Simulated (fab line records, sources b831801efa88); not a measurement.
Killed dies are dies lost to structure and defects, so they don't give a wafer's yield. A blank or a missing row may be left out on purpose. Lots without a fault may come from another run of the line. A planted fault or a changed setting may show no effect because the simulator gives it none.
One fault seen from 2 desks | flow gf180mcu | each desk has only its own numbers; what lay behind them comes last

THE TOOL OWNER'S DESK: implanter-02
The tool's own readings at GF_HV_LDD_IMPLANT_34: means of the sampled wafers that have a number, for each lot that ran on this tool. A lot is out of limits, marked OUT, if its mean lies more than 4 standard deviations from the usual mean; the brackets give that distance.
Columns: A = beam_on_s at GF_HV_LDD_IMPLANT_34, usual 10.00 s; B = dose_ions_cm2 at GF_HV_LDD_IMPLANT_34, usual 7.502e+12; C = faraday_current_uA at GF_HV_LDD_IMPLANT_34, usual 42.3
lot  | first seen here | A     | B                           | C
L343 | day 13 06:49    | 9.85  | 7.501e+12                   | 42.9
L352 | day 15 19:05    | 10.00 | 8.685e+12 (+99 or more) OUT | 49.1 (+7.9) OUT
L353 | day 16 03:37    | 10.19 | 8.683e+12 (+99 or more) OUT | 48.0 (+6.6) OUT
This desk's finding: out of limits on L352, L353; first on L352, day 15 19:05 (dose_ions_cm2 at GF_HV_LDD_IMPLANT_34). In limits: L343.

THE METROLOGY DESK
What the gauges read, lot by lot, whatever tool the lot ran on: means of the sampled wafers that have a number. A lot is out of limits, marked OUT, if its mean lies more than 4 standard deviations from the usual mean; the brackets give that distance.
Columns: A = VT_IMPLANT_02_OVL at GF_VT_IMPLANT_OVL_MEAS_29, usual 0.8 nm; B = VT_IMPLANT_4_TW at GF_VT_IMPLANT_TW_MEAS_43, usual 688; C = HV_LDD_RS at GF_HV_LDD_RS_MEAS_53, usual 418.4 ohm/sq
lot  | first seen here | A    | B   | C
L339 | day 6 19:08     | -0.7 | 699 | 418.5
L340 | day 7 06:33     | 1.6  | 685 | 419.5
L341 | day 7 15:14     | 2.5  | 685 | 419.0
L342 | day 7 17:29     | 0.1  | 683 | 418.4
L343 | day 8 01:29     | -1.1 | 697 | 417.0
L352 | day 10 10:26    | -0.5 | 676 | 415.4
L353 | day 10 15:38    | 0.5  | 685 | 414.6
L354 | day 10 21:11    | 1.2  | 695 | 419.3
L356 | day 11 11:35    | 1.2  | 680 | 417.8
L359 | day 12 03:01    | 1.6  | 681 | 417.2
L361 | day 12 17:41    | 0.5  | 683 | 418.3
L362 | day 13 02:53    | 1.2  | 687 | 417.4
This desk's finding: nothing out of limits on any of the 12 lots.

PUT TOGETHER
The tool owner's desk could have raised an alarm at day 15 19:05, on L352, L353.
The metrology desk saw nothing out of limits.
The metrology desk has L352, L353 on record, within its limits.
Of the lots named, all ran GF_HV_LDD_IMPLANT_34 on implanter-02.

WHAT THE SIMULATOR HAD PUT IN
Process parameter drift: implanter-02, from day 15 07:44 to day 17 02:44, at GF_HV_LDD_IMPLANT_34. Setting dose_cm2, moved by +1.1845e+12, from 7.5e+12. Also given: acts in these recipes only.
Lots struck among those shown: L352, L353.
Hours from the fault's start to each desk's first reading out of limits: the tool owner's desk, 11.
